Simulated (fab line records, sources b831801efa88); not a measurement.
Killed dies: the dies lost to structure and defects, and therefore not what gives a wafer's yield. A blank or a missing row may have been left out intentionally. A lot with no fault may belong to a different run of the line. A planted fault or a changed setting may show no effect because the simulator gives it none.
Struck lot and sound lot, side by side    flow sfq-line    14 out of 325 route steps
Sound: the wafers L926.2, L926.3, L926.6. Struck: wafer L936.4 (left out: L936.3, L936.5 of the same lot, which were not struck); the cause appears at the end.
Order at every step that has rows: each side's tool, ch and its chambers, its first start. Under that, the readings that differ: sound wafers    struck wafers    difference of the means    sigmas: that difference in standard deviations of wafers without a fault.
alike: same words and numbers on both sides, and readings whose means sit less than 2 such deviations apart. not compared: any withheld reading, any reading some wafer has no value for, any bound like >300 that may hide the same value, and any number with overlapping values for which the record gives no deviation.
The two part at a step that has a row with sigmas, a row that says differs or no value, or rows on one side only. Numbers that have no deviation but don't overlap get no sigmas and don't part them. A reading missing from all wafers of one side parts the sides only when that side holds two or more wafers.

first, 6 steps without rows for these wafers: SFQ_TRILAYER_M7_LITHO_COAT_182 (resist thk 62 nm); SFQ_TRILAYER_M7_LITHO_COAT_177 (resist thk 600 nm); SFQ_TRILAYER_M7_LITHO_SOFTBAKE_181; SFQ_TRILAYER_M7_LITHO_EXPOSE_178 (exposes mask M7, target cd 500 nm); SFQ_TRILAYER_M7_LITHO_PEB_180 (peb time 60 s); SFQ_TRILAYER_M7_LITHO_DEVELOP_179 (time 60 s).
SFQ_M7_OVL_MEAS_945:
  sound: overlay-01 at day 75 20:28; struck: overlay-01 at day 85 17:47
  alike: M7_OVL
SFQ_TRILAYER_M7_BARC_OPEN_METAL_ETCH_229: etches BARC in O2, target depth 125 nm, time 41.7 s.
  sound on rie-metal-02 ch 0,1, day 75 20:29; struck on rie-metal-02 ch 1, day 85 17:50
  alike: drypump-motor-current-A, oes-product-au
  not compared: rf-hours-counter-h
SFQ_TRILAYER_M7_ETCH_METAL_ETCH_180: etches Nb in Cl2/Ar, stops on SiO2, target depth 240 nm, time 120 s.
  sound on rie-metal-02 ch 0,1, day 75 20:33; struck on rie-metal-02 ch 1, day 85 17:55
  alike: drypump-motor-current-A, oes-product-au
  not compared: rf-hours-counter-h
SFQ_TRILAYER_M7_STRIP_STRIP_181: strips in O2.
  sound on rie-metal-02 ch 0,1, day 75 20:40; struck on rie-metal-02 ch 1, day 85 18:12
  alike: drypump-motor-current-A, oes-product-au
  not compared: rf-hours-counter-h
then, 1 step without rows for these wafers: SFQ_TRILAYER_M7_STRIP_SOLV_CLEAN_182 (cleans in NMP, time 600 s).
SFQ_TRILAYER_I7_DEP_PECVD_183: deposits SiO2 from SiH4/N2O, time 111.11 s, target thk 500 nm.
  sound on pecvd-01 ch 0,1, day 75 21:27; struck on pecvd-04 ch 2, day 85 18:46
  alike: heater-power-w, throttle-valve-pct
SFQ_TRILAYER_I7_CMP_CMP_184: polishes SiO2.
  sound on cmp-02 ch 0,2, day 75 21:32; struck on cmp-02 ch 0, day 86 00:08
reading                 sound        struck  difference  sigmas
time-to-endpoint-s (s)  216 228 223  125     -97         -11
  alike: motor-current-A, slurry-filter-dp-kPa
SFQ_I7_BOW_MEAS_946:
  sound: film-metro-03 at day 76 00:33; struck: film-metro-02 at day 86 02:11
  alike: I7_BOW

WHERE THEY PART
Only at SFQ_TRILAYER_I7_CMP_CMP_184, as far as this record shows. Later steps at which nothing parts them and some readings are alike: SFQ_I7_BOW_MEAS_946.

WHY: the cause the simulator had injected
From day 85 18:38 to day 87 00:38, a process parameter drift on cmp-02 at SFQ_TRILAYER_I7_CMP_CMP_184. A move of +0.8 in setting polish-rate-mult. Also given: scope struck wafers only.
